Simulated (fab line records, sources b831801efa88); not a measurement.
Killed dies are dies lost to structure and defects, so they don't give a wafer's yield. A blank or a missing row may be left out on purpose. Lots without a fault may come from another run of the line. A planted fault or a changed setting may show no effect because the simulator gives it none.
Which tool did it? | flow gf180mcu | 12 lots, 36 wafers sampled, at 5 steps of a route of 602

WHAT THE GAUGES READ, wafer by wafer
GF_V3_RS_MEAS_24: measures by four-point-probe.
lot  | measured     | on            | V3_W_RS (ohm/sq)
L695 | day 22 08:24 | film_metro-02 | 0.330 0.324 0.329
L697 | day 23 07:45 | film_metro-02 | 0.321 0.326 0.320
L698 | day 23 18:29 | film_metro-01 | 0.331 0.328 0.327
L699 | day 23 22:11 | film_metro-03 | 0.321 0.324 0.328
L703 | day 25 13:42 | film_metro-03 | 0.328 0.325 0.327
L704 | day 26 15:39 | film_metro-03 | 0.329 0.334 0.328
L706 | day 27 05:22 | film_metro-02 | 0.329 0.331 0.329
L711 | day 28 07:17 | film_metro-03 | 0.329 0.328 0.334
L710 | day 28 09:19 | film_metro-02 | 0.328 0.332 0.334
L714 | day 28 17:19 | film_metro-01 | 0.331 0.327 0.328
L713 | day 28 23:13 | film_metro-01 | 0.327 0.324 0.325
L715 | day 29 06:39 | film_metro-01 | 0.329 0.326 0.329

GF_V4_CD_MEAS_14: target cd 260 nm.
lot  | measured     | on        | cd_nm (nm)
L695 | day 24 08:35 | cd_sem-01 | 262.5 262.7 262.6
L697 | day 25 06:19 | cd_sem-02 | 262.1 261.4 261.0
L698 | day 25 16:22 | cd_sem-01 | 260.9 261.9 261.0
L699 | day 25 19:57 | cd_sem-01 | 258.7 258.5 258.1
L703 | day 27 09:23 | cd_sem-02 | 260.6 260.2 260.5
L704 | day 28 09:05 | cd_sem-01 | 265.6 264.4 265.0
L706 | day 28 23:03 | cd_sem-02 | 268.2 267.4 267.2
L711 | day 29 22:38 | cd_sem-02 | 259.8 259.9 260.0
L710 | day 30 00:46 | cd_sem-01 | 260.8 260.9 260.0
L714 | day 30 08:43 | cd_sem-02 | 261.2 261.7 261.9
L713 | day 30 13:07 | cd_sem-01 | 258.7 257.5 258.3
L715 | day 30 21:34 | cd_sem-02 | 259.1 259.5 259.8

WHICH TOOL RAN EACH LOT (tool, then ch and the chambers of the sampled wafers, then the start)
lot  | GF_M4_SPUTTER_01             | GF_M4_METAL_ETCH_16               | GF_V4_PEB_12
L695 | pvd_sputter-02, day 22 09:04 | rie_metal-03 ch 0, day 23 08:11   | litho_track-02 ch 0, day 24 08:14
L697 | pvd_sputter-01, day 23 08:20 | rie_metal-03 ch 0,1, day 24 06:53 | litho_track-04 ch 0, day 25 05:58
L698 | pvd_sputter-02, day 23 19:04 | rie_metal-01 ch 0,1, day 24 17:20 | litho_track-04 ch 0, day 25 16:01
L699 | pvd_sputter-02, day 23 22:44 | rie_metal-02 ch 0,1, day 24 20:56 | litho_track-04 ch 0, day 25 19:37
L703 | pvd_sputter-02, day 25 14:17 | rie_metal-02 ch 0,1, day 26 11:46 | litho_track-02 ch 0, day 27 09:02
L704 | pvd_sputter-03, day 26 16:14 | rie_metal-02 ch 1, day 27 11:43   | litho_track-02 ch 0, day 28 08:44
L706 | pvd_sputter-03, day 27 05:56 | rie_metal-02 ch 1, day 28 02:04   | litho_track-02 ch 0, day 28 22:43
L711 | pvd_sputter-01, day 28 07:50 | rie_metal-01 ch 0,1, day 29 03:17 | litho_track-04 ch 0, day 29 22:17
L710 | pvd_sputter-01, day 28 09:54 | rie_metal-02 ch 0,1, day 29 04:26 | litho_track-04 ch 0, day 30 00:25
L714 | pvd_sputter-03, day 28 17:54 | rie_metal-03 ch 0,1, day 29 13:08 | litho_track-01 ch 0, day 30 08:22
L713 | pvd_sputter-01, day 28 23:48 | rie_metal-01 ch 0,1, day 29 18:05 | litho_track-04 ch 0, day 30 12:46
L715 | pvd_sputter-03, day 29 07:14 | rie_metal-01 ch 0,1, day 30 02:20 | litho_track-04 ch 0, day 30 21:13
- GF_M4_SPUTTER_01: material TiN, target thk 30 nm, time 25 s.
- GF_M4_METAL_ETCH_16: etches the open film in Cl2/BCl3, stops on SiO2, target depth 750.8 nm, time 125.1 s.
- GF_V4_PEB_12: peb time 90 s.

WHAT THE TOOLS THEMSELVES READ (means of the sampled wafers that have a number; where no wafer has one, the mark that the record gives instead)
GF_M4_SPUTTER_01.
lot  | tool           | throttle_valve_pct (%)
L695 | pvd_sputter-02 | 30.0
L697 | pvd_sputter-01 | 29.9
L698 | pvd_sputter-02 | 29.1
L699 | pvd_sputter-02 | 29.1
L703 | pvd_sputter-02 | 29.4
L704 | pvd_sputter-03 | 29.3
L706 | pvd_sputter-03 | 28.6
L711 | pvd_sputter-01 | 30.5
L710 | pvd_sputter-01 | 30.2
L714 | pvd_sputter-03 | 30.1
L713 | pvd_sputter-01 | 30.6
L715 | pvd_sputter-03 | 28.7

GF_M4_METAL_ETCH_16.
lot  | tool         | bcl3_flow_sccm (sccm) | drypump_motor_current_A (A) | he_backside_leak_sccm (sccm) | oes_product_au (a.u.) | throttle_valve_pct (%)
L695 | rie_metal-03 | 39.98                 | 5.0                         | 3.47                         | 0.993                 | 28.232
L697 | rie_metal-03 | 40.04                 | 5.2                         | 3.43                         | 0.985                 | 28.235
L698 | rie_metal-01 | 39.95                 | 6.0                         | 3.28                         | 0.985                 | 28.227
L699 | rie_metal-02 | 40.21                 | 5.8                         | 3.24                         | 0.989                 | 28.234
L703 | rie_metal-02 | 39.95                 | 5.8                         | 3.23                         | 0.992                 | 28.230
L704 | rie_metal-02 | 40.06                 | 6.1                         | 3.18                         | 0.988                 | 28.233
L706 | rie_metal-02 | 40.08                 | 6.1                         | 3.16                         | 0.989                 | 28.234
L711 | rie_metal-01 | 39.96                 | 6.1                         | 3.37                         | 0.987                 | 28.235
L710 | rie_metal-02 | 40.17                 | 5.8                         | 3.29                         | 0.989                 | 28.234
L714 | rie_metal-03 | 40.00                 | 5.5                         | 3.42                         | 0.995                 | 28.223
L713 | rie_metal-01 | 39.98                 | 6.0                         | 3.44                         | 0.986                 | 28.224
L715 | rie_metal-01 | 40.04                 | 6.2                         | 3.29                         | 0.989                 | 28.240

THE ANSWER, worked out from the rows above alone
Rule: what is usual is taken from the lots themselves. Put in order of their means at a reading, lots are off if they are a third of the lots or fewer, leave a main group of 4 or more, and stand apart from it by a gap of 3 or more times the standard deviation of the main group's means; of several such gaps the widest counts. A main group whose means are all the same, to the digits that the tables above print for the reading, isn't used. A lot without any number at a reading at which 4 lots or more have one is off too. The other lots that the step has rows for count as sound. The gauges are gone through in route order, then the tools' own readings, and for those a lot's mean is taken as printed above. The first step at which some lot is off is used, and at that step the reading that is off furthest; a lot without a number counts as furthest.
No lot is off at any reading shown: from this, nothing can be told.

WHAT THE SIMULATOR HAD PUT IN
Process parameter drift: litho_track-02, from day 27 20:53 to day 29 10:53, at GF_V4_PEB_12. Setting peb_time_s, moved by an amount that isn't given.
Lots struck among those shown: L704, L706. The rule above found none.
